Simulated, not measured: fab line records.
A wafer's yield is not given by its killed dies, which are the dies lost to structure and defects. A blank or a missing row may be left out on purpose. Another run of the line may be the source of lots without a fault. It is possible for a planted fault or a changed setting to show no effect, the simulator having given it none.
Which tool was responsible? + flow sky130 + 12 lots, 36 wafers sampled, at 1 step of a route of 708

WHAT THE GAUGES SHOWED, per wafer
SKY_LOCAL_INTERCONNECT_RS_MEAS_01: uses a four-point probe to measure. Usual: LOCAL_INTERCONNECT_TIN_RS 14.01 ohm/sq, standard deviation 0.16.
| lot  | measured     | on            | LOCAL_INTERCONNECT_TIN_RS (ohm/sq) | flag |
|------|--------------|---------------|------------------------------------|------|
| L283 | day 29 20:43 | film_metro-03 | 13.82 13.73 13.75                  |      |
| L284 | day 30 00:03 | film_metro-01 | 13.81 13.95 14.15                  |      |
| L286 | day 31 17:14 | film_metro-03 | 13.92 14.21 14.02                  |      |
| L288 | day 31 21:03 | film_metro-03 | 14.04 13.91 14.06                  |      |
| L295 | day 34 02:22 | film_metro-01 | 14.06 14.03 13.90                  |      |
| L296 | day 34 04:53 | film_metro-03 | 14.08 13.86 13.99                  |      |
| L297 | day 34 15:23 | film_metro-03 | 14.09 14.06 13.93                  |      |
| L298 | day 34 17:10 | film_metro-03 | 14.09 14.22 14.10                  |      |
| L299 | day 34 19:43 | film_metro-01 | 13.72 13.72 13.83                  |      |
| L300 | day 35 10:23 | film_metro-04 | 14.04 14.21 14.04                  |      |
| L303 | day 36 00:54 | film_metro-03 | 13.82 14.06 14.04                  |      |
| L304 | day 36 11:16 | film_metro-03 | 13.85 13.90 14.09                  |      |

WHAT TOOL EACH LOT RAN ON (gives the tool, then ch and the chambers of the sampled wafers, and finally the start)
There is no process step in the record ahead of these readings.

AS READ BY THE TOOLS THEMSELVES (means over the sampled wafers that have a number; for cases with no such wafer, the mark the record gives instead)
The record holds no such reading with a usual standard deviation.

THE ANSWER, worked out from the rows above alone
Rule: take the mean of a lot's wafers that have a number; if it is more than 3 standard deviations from the usual mean, the lot is off. A lot without any number at a reading at which 4 lots or more have one is off too. The other lots that the step has rows for count as sound. First the gauges in route order, then the tools' own readings, where a lot's mean is used as printed above. The first step at which some lot is off is used, and at that step the reading that is off furthest; a lot without a number counts as furthest.
No lot is off on any of the readings shown, so nothing can be concluded from this.

WHAT WAS PUT IN BY THE SIMULATOR
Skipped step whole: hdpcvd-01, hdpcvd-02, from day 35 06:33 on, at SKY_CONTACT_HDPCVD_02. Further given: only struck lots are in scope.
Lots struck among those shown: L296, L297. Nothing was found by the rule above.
